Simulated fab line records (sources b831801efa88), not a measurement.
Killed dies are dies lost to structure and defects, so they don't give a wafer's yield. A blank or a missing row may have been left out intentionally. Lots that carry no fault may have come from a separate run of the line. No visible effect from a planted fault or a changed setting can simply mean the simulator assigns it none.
A struck lot beside a sound one :: flow sky130 :: 16 steps out of a route of 708
Sound: these wafers, L694.1, L694.2, L694.6. The struck wafers were L690.1, L690.3, L690.6. The cause comes at the end.
Order at every step that has rows: each side's tool, ch and its chambers, its first start. Under that, the readings that differ: sound wafers :: struck wafers :: difference of the means :: sigmas: that difference in standard deviations of wafers without a fault.
alike: words and numbers the same on both sides, and readings whose means are apart by under 2 such deviations; not compared: readings that were withheld, readings missing a value for some wafer, numbers with overlapping values and no deviation given by the record, and bounds like >300 which may hide the same value.
A row with sigmas, a row that says differs or no value, or rows on one side alone: a step with any of these is where the two part. Non-overlapping numbers with no deviation appear without sigmas and do not part them. A reading missing from all wafers of one side parts the sides only when that side holds two or more wafers.

first, 8 steps without rows for these wafers: SKY_METAL1_DEHYDRATE_07 (time 60 s); SKY_METAL1_HMDS_08 (prime time 60 s); SKY_METAL1_COAT_09 (resist thk 60 nm); SKY_METAL1_COAT_10 (resist thk 450 nm); SKY_METAL1_SOFTBAKE_11 (time 90 s); SKY_METAL1_EXPOSE_12 (exposes mask MM1, target cd 140 nm); SKY_METAL1_PEB_13; SKY_METAL1_DEVELOP_14 (develop time 60 s).
SKY_METAL1_CD_MEAS_15: target cd 140 nm.
  struck on cd_sem-02, day 36 21:10; sound on cd_sem-02, day 37 20:07
  alike: cd_nm
SKY_METAL1_OVL_MEAS_16:
  struck on overlay-02, day 36 21:17; sound on overlay-01, day 37 20:14
  alike: METAL1_OVL
SKY_METAL1_DESCUM_17: chemistry O2, time 8 s.
  sound on rie_metal-04 ch 0,1, day 37 20:16; struck on rie_metal-01 ch 0,1, day 36 21:19
  alike: drypump_motor_current_A, oes_product_au
  not compared: rf_hours_counter_h
SKY_METAL1_ETCH_18: etches BARC in N2/H2, stops on SiO2, time 45.9 s, target depth 60 nm.
  sound on rie_metal-04 ch 0,1, day 37 20:18; struck on rie_metal-01 ch 0,1, day 36 21:21
  alike: bias_w, chamber_pressure_mTorr, drypump_motor_current_A, oes_product_au, throttle_valve_pct
  not compared: rf_hours_counter_h
SKY_METAL1_METAL_ETCH_19: etches the open film in Cl2/BCl3, stops on SiO2, target depth 360 nm, time 78 s.
  sound on rie_metal-04 ch 0,1, day 37 20:22; struck on rie_metal-01 ch 0,1, day 36 21:25
  no value came back on the struck wafers for any of 5 readings (bcl3_flow_sccm (sccm), bias_w (W) and others); on the sound wafers bcl3_flow_sccm (sccm) reads 30.11 29.91 29.88
reading: model.KrF-thick_of_METAL1_COAT_10.thk_nm (nm)
sound: 158.5 159.3 157.7
struck: 392.6 393.5 392.9
difference: +234.5
sigmas: 

reading: model.SiO2_of_CONTACT_HDPCVD_02.thk_nm (nm)
sound: 330.1 332 330.3
struck: 340.6 340.1 341.3
difference: +9.9
sigmas: 
  not compared: rf_hours_counter_h
SKY_METAL1_STRIP_20: strips in O2/N2.
  sound on plasma_asher-01 ch 0,1, day 37 20:27; struck on plasma_asher-01 ch 0,1, day 36 21:30
reading: oes_product_au (a.u.)
sound: 0.346 0.341 0.342
struck: 0.456 0.449 0.446
difference: +0.107
sigmas: +23

reading: strip_time_to_endpoint_s (s)
sound: 2.70 2.70 2.68
struck: 5.19 5.19 5.21
difference: +2.50
sigmas: +74
  alike: drypump_motor_current_A
  not compared: rf_hours_counter_h
then, 1 step without rows for these wafers: SKY_METAL1_STRIP_21 (strips in post etch residue remover, time 1200 s).
-- the record jumps here: 12 days lie between the struck wafers' starts before and after (it left off in module METAL1 and takes up again in module PAD_OPEN, whose first step shown is number 708 of the route) --
SKY_PAD_OPEN_PROBE_99:
  only the struck wafers here have rows in the record (prober-01, day 48 23:38); the sound ones have none

== WHERE THEY PART ==
Last at SKY_PAD_OPEN_PROBE_99 as far as this record goes, first at SKY_METAL1_METAL_ETCH_19.

WHY: the cause the simulator had injected
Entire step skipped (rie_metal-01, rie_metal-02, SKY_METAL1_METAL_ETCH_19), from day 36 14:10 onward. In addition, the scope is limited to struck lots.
